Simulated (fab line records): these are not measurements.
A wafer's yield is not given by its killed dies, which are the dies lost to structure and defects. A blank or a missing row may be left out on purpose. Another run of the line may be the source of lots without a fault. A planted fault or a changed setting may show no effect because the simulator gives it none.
fab line records -- flow gf180mcu
record: lots: 11, wafers: 33, lastDay: 34
route steps=602 shown V2@383 M3@415 V3@431
lots that met no fault: taken from a fault-free run of the same line
startH: hours from the record's first day to the start of the lot's first wafer shown -- waitH: time in hours since the lot's previous step -- " repeats the value in the row above -- L1.1+2: a single row standing in for several wafers -- - value missing, or start not given -- * or withheld: withheld -- < > ~ a bound
route shown NAME@n: NAME is a module with steps in the file, n the number in the route of the first one -- usual: mean/standard deviation of fault-free wafers -- same: alike in all rows -- chamber/n: place in a boat -- sites: the reading at each site -- _std_site: standard deviation of those values -- _edge_site: inner sites' mean taken away from outer sites' mean -- radiusMm: for every site, how far away it sits from the centre of the wafer -- mask NAME#n: copy n -- behind: the last tool/chamber to shape the wafer -- hold: why the lot went on hold/how many hours it stayed there/how the hold came to an end -- device: the transistor (n, p or np) that didn't switch -- end of line: at the end of the route, the tests of the same wafers -- a step given without rows: its recipe and nothing more -- killed: the dies lost at the first sort to structure and to defects; this is not the yield of the wafer -- map: the dies of a wafer, with x for killed, . for not killed, _ for no die there
set.NAME: the run value of the setting; set.NAME@STEP: its run value at that earlier step -- model.NAME: the simulator's own value behind a step, which no gauge read
route steps across a sampled set of lots; one table per step, one row per wafer
services: when a tool's chamber went out of use (startH, in hours from the record's first day, below 0 if earlier), for how many hours, and the reason
== steps ==
step: GF_V2_THK_MEAS_01
recipe: reads: SiO2_of_V2_CVD_00
usual: V2_CVD_00_THK: 597/8.3
lot.wafer,tool,chamber,startH,waitH,V2_CVD_00_THK[nm]
L999.1,filmMetro-03,-,474.71,0.0,596
L999.3,filmMetro-03,-,474.71,0.0,596
L999.5,filmMetro-03,-,474.71,0.0,599
L104.1,filmMetro-04,-,518.53,0.0,584
L104.3,filmMetro-04,-,518.53,0.0,598
L104.5,filmMetro-04,-,518.53,0.0,587
L105.1,filmMetro-03,-,525.42,0.0,598
L105.2,filmMetro-03,-,525.42,0.0,591
L105.3,filmMetro-03,-,525.42,0.0,592
L106.3,filmMetro-04,-,536.89,0.1,598
L106.5,filmMetro-04,-,536.89,0.1,605
L106.6,filmMetro-04,-,536.89,0.1,612
L111.2,filmMetro-02,-,570.57,0.0,605
L111.4,filmMetro-02,-,570.57,0.0,611
L111.6,filmMetro-02,-,570.57,0.0,607
L112.2,filmMetro-03,-,579.86,0.0,587
L112.4,filmMetro-03,-,579.86,0.0,607
L112.6,filmMetro-03,-,579.86,0.0,594
L113.2,filmMetro-03,-,590.74,0.0,591
L113.5,filmMetro-03,-,590.74,0.0,586
L113.6,filmMetro-03,-,590.74,0.0,585
L114.4,filmMetro-03,-,597.82,0.0,578
L114.5,filmMetro-03,-,597.82,0.0,583
L114.6,filmMetro-03,-,597.82,0.0,581
L115.1,filmMetro-03,-,601.38,0.0,588
L115.5,filmMetro-03,-,601.38,0.0,580
L115.6,filmMetro-03,-,601.38,0.0,583
L117.2,filmMetro-02,-,617.50,0.0,601
L117.5,filmMetro-02,-,617.50,0.0,606
L117.6,filmMetro-02,-,617.50,0.0,603
L118.1,filmMetro-03,-,633.04,0.0,606
L118.2,filmMetro-03,-,633.04,0.0,609
L118.3,filmMetro-03,-,633.04,0.0,612
step: GF_M3_THK_MEAS_06
recipe: thkMeasGauge: xrf, reads: AlCu_of_M3_SPUTTER_02
usual: M3_ALCU_THK: 451/4.5
lot.wafer,tool,chamber,startH,waitH,M3_ALCU_THK[nm]
L999.1,filmMetro-01,-,500.19,0.1,460
L999.3,filmMetro-01,-,500.19,0.1,452
L999.5,filmMetro-01,-,500.19,0.1,456
L104.1,filmMetro-01,-,543.38,0.1,453
L104.3,filmMetro-01,-,543.38,0.1,456
L104.5,filmMetro-01,-,543.38,0.1,456
L105.1,filmMetro-04,-,550.78,0.1,451
L105.2,filmMetro-04,-,550.78,0.1,457
L105.3,filmMetro-04,-,550.78,0.1,454
L106.3,filmMetro-01,-,561.04,0.1,450
L106.5,filmMetro-01,-,561.04,0.1,450
L106.6,filmMetro-01,-,561.04,0.1,449
L111.2,filmMetro-03,-,594.47,0.1,456
L111.4,filmMetro-03,-,594.47,0.1,455
L111.6,filmMetro-03,-,594.47,0.1,456
L112.2,filmMetro-03,-,602.69,0.1,455
L112.4,filmMetro-03,-,602.69,0.1,452
L112.6,filmMetro-03,-,602.69,0.1,451
L113.2,filmMetro-03,-,613.79,0.1,458
L113.5,filmMetro-03,-,613.79,0.1,453
L113.6,filmMetro-03,-,613.79,0.1,448
L114.4,filmMetro-01,-,621.25,0.1,445
L114.5,filmMetro-01,-,621.25,0.1,452
L114.6,filmMetro-01,-,621.25,0.1,448
L115.1,filmMetro-04,-,624.50,0.1,453
L115.5,filmMetro-04,-,624.50,0.1,452
L115.6,filmMetro-04,-,624.50,0.1,454
L117.2,filmMetro-01,-,640.54,0.1,450
L117.5,filmMetro-01,-,640.54,0.1,452
L117.6,filmMetro-01,-,640.54,0.1,456
L118.1,filmMetro-01,-,655.07,0.1,450
L118.2,filmMetro-01,-,655.07,0.1,446
L118.3,filmMetro-01,-,655.07,0.1,449
step: GF_V3_CVD_02
recipe: material: SiO2, targetThkNm: 850, precursor: TEOS, tempC: 400, timeS: 94.851, rfW: 600
usual: heaterPowerW: 637/100, susceptorTempC: 400.01/0.22
lot.wafer,tool,chamber,startH,waitH,heaterPowerW,susceptorTempC
L999.1,pecvd-04,1,523.57,0.1,786,399.40
L999.3,pecvd-04,2,523.57,0.1,756,400.05
L999.5,pecvd-04,1,523.57,0.1,821,399.56
L104.1,pecvd-04,1,565.82,0.1,809,399.83
L104.3,pecvd-04,0,565.82,0.1,596,399.97
L104.5,pecvd-04,0,565.82,0.1,623,400.04
L105.1,pecvd-04,2,573.86,0.1,690,399.98
L105.2,pecvd-04,1,573.86,0.1,726,400.12
L105.3,pecvd-04,0,573.86,0.1,615,400.49
L106.3,pecvd-04,2,583.73,0.0,713,400.26
L106.5,pecvd-04,2,583.73,0.0,761,400.18
L106.6,pecvd-04,0,583.73,0.0,497,400.50
L111.2,pecvd-03,1,615.92,0.0,531,399.88
L111.4,pecvd-03,0,615.92,0.0,625,400.01
L111.6,pecvd-03,1,615.92,0.0,560,400.36
L112.2,pecvd-02,1,623.92,0.0,658,400.01
L112.4,pecvd-02,1,623.92,0.0,533,399.95
L112.6,pecvd-02,2,623.92,0.0,750,400.17
L113.2,pecvd-03,1,634.43,0.0,578,399.99
L113.5,pecvd-03,0,634.43,0.0,808,399.66
L113.6,pecvd-03,2,634.43,0.0,499,399.88
L114.4,pecvd-04,0,642.24,0.1,609,400.24
L114.5,pecvd-04,2,642.24,0.1,685,400.10
L114.6,pecvd-04,1,642.24,0.1,793,400.44
L115.1,pecvd-03,2,645.82,0.1,573,399.98
L115.5,pecvd-03,1,645.82,0.1,573,400.15
L115.6,pecvd-03,2,645.82,0.1,600,400.34
L117.2,pecvd-03,2,661.13,0.0,530,400.05
L117.5,pecvd-03,1,661.13,0.0,526,399.65
L117.6,pecvd-03,0,661.13,0.0,815,399.84
L118.1,pecvd-03,0,675.63,0.1,778,399.87
L118.2,pecvd-03,1,675.63,0.1,514,400.16
L118.3,pecvd-03,2,675.63,0.1,571,399.90
step: GF_V3_THK_MEAS_03
recipe: reads: SiO2_of_V3_CVD_02
usual: V3_CVD_02_THK: 849/12
lot.wafer,tool,chamber,startH,waitH,hold,V3_CVD_02_THK[nm]
L999.1,filmMetro-03,-,523.64,0.0,-,861
L999.3,filmMetro-03,-,523.64,0.0,-,847
L999.5,filmMetro-03,-,523.64,0.0,-,883
L104.1,filmMetro-02,-,565.89,0.0,awaitDispo/0.2h/release,907
L104.3,filmMetro-02,-,565.89,0.0,awaitDispo/0.2h/release,895
L104.5,filmMetro-02,-,565.89,0.0,awaitDispo/0.2h/release,915
L104.1,filmMetro-02,-,566.12,0.2,-,907
L104.3,filmMetro-02,-,566.12,0.2,-,894
L104.5,filmMetro-02,-,566.12,0.2,-,916
L105.1,filmMetro-02,-,573.93,0.0,awaitDispo/0.2h/release,891
L105.2,filmMetro-02,-,573.93,0.0,awaitDispo/0.2h/release,901
L105.3,filmMetro-02,-,573.93,0.0,awaitDispo/0.2h/release,894
L105.1,filmMetro-02,-,574.16,0.2,-,891
L105.2,filmMetro-02,-,574.16,0.2,-,901
L105.3,filmMetro-02,-,574.16,0.2,-,894
L106.3,filmMetro-01,-,583.81,0.1,awaitDispo/0.2h/release,887
L106.5,filmMetro-01,-,583.81,0.1,awaitDispo/0.2h/release,893
L106.6,filmMetro-01,-,583.81,0.1,awaitDispo/0.2h/release,911
L106.3,filmMetro-01,-,584.04,0.2,-,886
L106.5,filmMetro-01,-,584.04,0.2,-,893
L106.6,filmMetro-01,-,584.04,0.2,-,910
L111.2,filmMetro-02,-,616.00,0.0,-,832
L111.4,filmMetro-02,-,616.00,0.0,-,861
L111.6,filmMetro-02,-,616.00,0.0,-,855
L112.2,filmMetro-02,-,624.00,0.0,-,835
L112.4,filmMetro-02,-,624.00,0.0,-,849
L112.6,filmMetro-02,-,624.00,0.0,-,838
L113.2,filmMetro-01,-,634.51,0.0,-,831
L113.5,filmMetro-01,-,634.51,0.0,-,856
L113.6,filmMetro-01,-,634.51,0.0,-,855
L114.4,filmMetro-01,-,642.30,0.0,-,864
L114.5,filmMetro-01,-,642.30,0.0,-,854
L114.6,filmMetro-01,-,642.30,0.0,-,862
L115.1,filmMetro-03,-,645.89,0.0,-,835
L115.5,filmMetro-03,-,645.89,0.0,-,854
L115.6,filmMetro-03,-,645.89,0.0,-,851
L117.2,filmMetro-03,-,661.21,0.0,-,836
L117.5,filmMetro-03,-,661.21,0.0,-,854
L117.6,filmMetro-03,-,661.21,0.0,-,865
L118.1,filmMetro-01,-,675.70,0.0,-,840
L118.2,filmMetro-01,-,675.70,0.0,-,838
L118.3,filmMetro-01,-,675.70,0.0,-,830
step: GF_V3_CMP_04
recipe: material: SiO2, downForcePsi: 4, platenRpm: 60, padVelocityMS: 0.94248
usual: headPressurePsi: 4.001/0.0086, motorCurrentA: 12.4/0.88, retainingRingPressureFrac: 1.000/0.0049, timeToEndpointS: 78/5.6
lot.wafer,tool,chamber,startH,waitH,hold,headPressurePsi,motorCurrentA,retainingRingPressureFrac,timeToEndpointS
L999.1,cmp-02,3,523.75,0.1,-,3.998,12.1,1.002,84
L999.3,cmp-02,1,523.75,0.1,-,4.001,11.3,1.005,85
L999.5,cmp-02,2,523.75,0.1,-,3.987,12.5,1.001,90
L104.1,cmp-02,0,571.49,5.4,awaitDispo/5.2h/release,4.003,11.6,1.004,100
L104.3,cmp-02,1,571.49,5.4,awaitDispo/5.2h/release,3.987,11.7,0.998,99
L104.5,cmp-02,0,571.49,5.4,awaitDispo/5.2h/release,3.999,11.6,1.007,101
L105.1,cmp-02,0,577.26,3.1,awaitDispo/2.7h/release,4.003,11.3,1.002,93
L105.3,cmp-02,2,577.26,3.1,awaitDispo/2.7h/release,4.001,13.2,1.005,95
L105.2,cmp-02,3,577.26,3.1,awaitDispo/2.7h/release,4.001,11.8,0.999,101
L106.3,cmp-01,0,585.70,1.6,awaitDispo/1.5h/release,3.989,12.7,0.999,89
L106.5,cmp-01,1,585.70,1.6,awaitDispo/1.5h/release,4.010,13.8,1.004,92
L106.6,cmp-01,2,585.70,1.6,awaitDispo/1.5h/release,3.999,14.3,0.989,101
L111.2,cmp-01,2,616.15,0.1,-,3.996,14.4,1.005,68
L111.4,cmp-01,3,616.15,0.1,-,4.020,13.6,1.005,81
L111.6,cmp-01,1,616.15,0.1,-,4.001,14.3,0.995,76
L112.4,cmp-02,3,624.05,0.0,-,3.989,11.7,1.006,81
L112.2,cmp-02,0,624.05,0.0,-,4.009,12.1,0.996,72
L112.6,cmp-02,0,624.05,0.0,-,4.017,11.9,0.989,74
L113.2,cmp-02,3,634.71,0.2,-,4.006,11.9,1.003,72
L113.5,cmp-02,0,634.71,0.2,-,4.021,11.9,1.000,78
L113.6,cmp-02,1,634.71,0.2,-,3.986,11.3,0.997,82
L114.4,cmp-02,1,642.33,0.0,-,3.997,12.4,0.996,92
L114.6,cmp-02,1,642.33,0.0,-,3.994,11.6,0.998,91
L114.5,cmp-02,2,642.33,0.0,-,4.001,12.7,1.008,80
L115.1,cmp-01,0,645.95,0.1,-,3.983,12.2,0.992,71
L115.6,cmp-01,0,645.95,0.1,-,4.001,12.1,0.999,78
L115.5,cmp-01,1,645.95,0.1,-,3.993,13.7,1.004,76
L117.2,cmp-01,1,661.36,0.1,-,4.006,14.3,1.002,68
L117.5,cmp-01,3,661.36,0.1,-,4.006,13.1,1.001,80
L117.6,cmp-01,0,661.36,0.1,-,4.005,12.5,0.998,77
L118.2,cmp-01,2,675.76,0.0,-,4.008,14.0,0.996,76
L118.1,cmp-01,0,675.76,0.0,-,4.005,11.5,1.000,77
L118.3,cmp-01,1,675.76,0.0,-,4.004,13.5,1.000,68
step: GF_V3_SPUTTER_21
recipe: material: Ti, targetThkNm: 15, chamberPressurePa: 5, powerW: 2500, substrateTempC: 200, timeS: 80.02
usual: cathodeDcPowerW: 2500.0/0.44, throttleValvePct: 29.9/1.3
same: timeS: 80.02
lot.wafer,tool,chamber,startH,waitH,cathodeDcPowerW,throttleValvePct
L999.1,pvdSputter-01,-,547.44,0.0,2499.7,28.6
L999.3,pvdSputter-01,-,547.44,0.0,2499.7,27.5
L999.5,pvdSputter-01,-,547.44,0.0,2500.0,29.5
L104.1,pvdSputter-01,-,588.87,0.0,2500.1,32.2
L104.3,pvdSputter-01,-,588.87,0.0,2500.1,28.9
L104.5,pvdSputter-01,-,588.87,0.0,2499.3,28.8
L105.1,pvdSputter-01,-,597.01,0.0,2499.9,32.2
L105.2,pvdSputter-01,-,597.01,0.0,2500.4,27.7
L105.3,pvdSputter-01,-,597.01,0.0,2500.1,28.9
L106.3,pvdSputter-01,-,606.05,0.0,2499.8,31.9
L106.5,pvdSputter-01,-,606.05,0.0,2500.3,27.9
L106.6,pvdSputter-01,-,606.05,0.0,2500.1,28.7
L111.2,pvdSputter-01,-,637.20,0.0,2499.7,27.7
L111.4,pvdSputter-01,-,637.20,0.0,2499.9,29.0
L111.6,pvdSputter-01,-,637.20,0.0,2500.6,28.7
L112.2,pvdSputter-01,-,644.86,0.0,2499.7,28.9
L112.4,pvdSputter-01,-,644.86,0.0,2499.9,27.8
L112.6,pvdSputter-01,-,644.86,0.0,2500.4,29.1
L113.2,pvdSputter-03,-,655.81,0.0,2499.7,29.9
L113.5,pvdSputter-03,-,655.81,0.0,2500.5,29.9
L113.6,pvdSputter-03,-,655.81,0.0,2500.0,31.8
L114.4,pvdSputter-04,-,663.24,0.0,2499.3,29.1
L114.5,pvdSputter-04,-,663.24,0.0,2500.2,29.2
L114.6,pvdSputter-04,-,663.24,0.0,2501.4,29.4
L115.1,pvdSputter-01,-,667.03,0.0,2499.4,29.7
L115.5,pvdSputter-01,-,667.03,0.0,2500.5,29.1
L115.6,pvdSputter-01,-,667.03,0.0,2499.8,32.1
L117.2,pvdSputter-03,-,681.21,0.0,2499.7,29.4
L117.5,pvdSputter-03,-,681.21,0.0,2500.2,30.1
L117.6,pvdSputter-03,-,681.21,0.0,2500.7,29.4
L118.1,pvdSputter-04,-,696.01,0.0,2499.9,28.6
L118.2,pvdSputter-04,-,696.01,0.0,2499.9,29.3
L118.3,pvdSputter-04,-,696.01,0.0,2500.1,30.7
== services ==
tool,chamber,startH,hours,kind
pecvd-02,2,517.49,1.8,repair
pecvd-04,0,524.35,3.4,repair
pecvd-02,-,528.18,0.9,repair
pecvd-02,-,531.85,5.5,pm
cmp-02,-,532.90,1.5,repair
pvdSputter-04,1,548.36,-,consumableReplace:kit
cmp-02,-,562.72,1.0,repair
pvdSputter-04,-,563.51,2.9,repair
cmp-01,-,572.28,4.0,pm
cmp-01,-,576.28,-,consumableReplace:conditioner
cmp-01,-,576.28,-,consumableReplace:pad
cmp-01,-,586.77,9.0,pm
pecvd-02,-,591.12,14.0,pm
pvdSputter-01,2,591.16,-,consumableReplace:kit
pvdSputter-01,2,591.16,18.0,scheduledDown
pvdSputter-01,2,591.16,18.0,ventCycle
pvdSputter-01,-,598.00,3.4,repair
cmp-02,-,598.70,0.6,repair
pecvd-03,2,600.51,9.8,repair
cmp-01,-,629.97,0.3,repair
cmp-01,-,648.69,7.8,pm
pecvd-03,-,669.73,5.5,pm
pecvd-04,0,682.40,6.5,repair
pecvd-04,1,690.79,11.5,repair
== key ==
firstSign: step: GF_V3_THK_MEAS_03, reading: visit, direction: added
effect: step: GF_V3_THK_MEAS_03, reading: V3_CVD_02_THK, direction: up, sigmas: 4.1, usual: 849, struck: 899
effect: step: GF_V3_CMP_04, reading: timeToEndpointS, direction: up, sigmas: 3.3, usual: *, struck: *
metAt GF_V3_CVD_02
struckLots L104,L105,L106
notActingAt GF_V2_THK_MEAS_01,GF_M3_THK_MEAS_06,GF_V3_SPUTTER_21
onsetBetween 523.57 565.82
fault: kind: processParameterDrift, tool: pecvd-04, chamber: -, onsetH: 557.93, steps: GF_V3_CVD_02, channel: targetThkNm, offset: 44.878, shape: step, endH: 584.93, actsIn: theseRecipesOnly, stated: 850
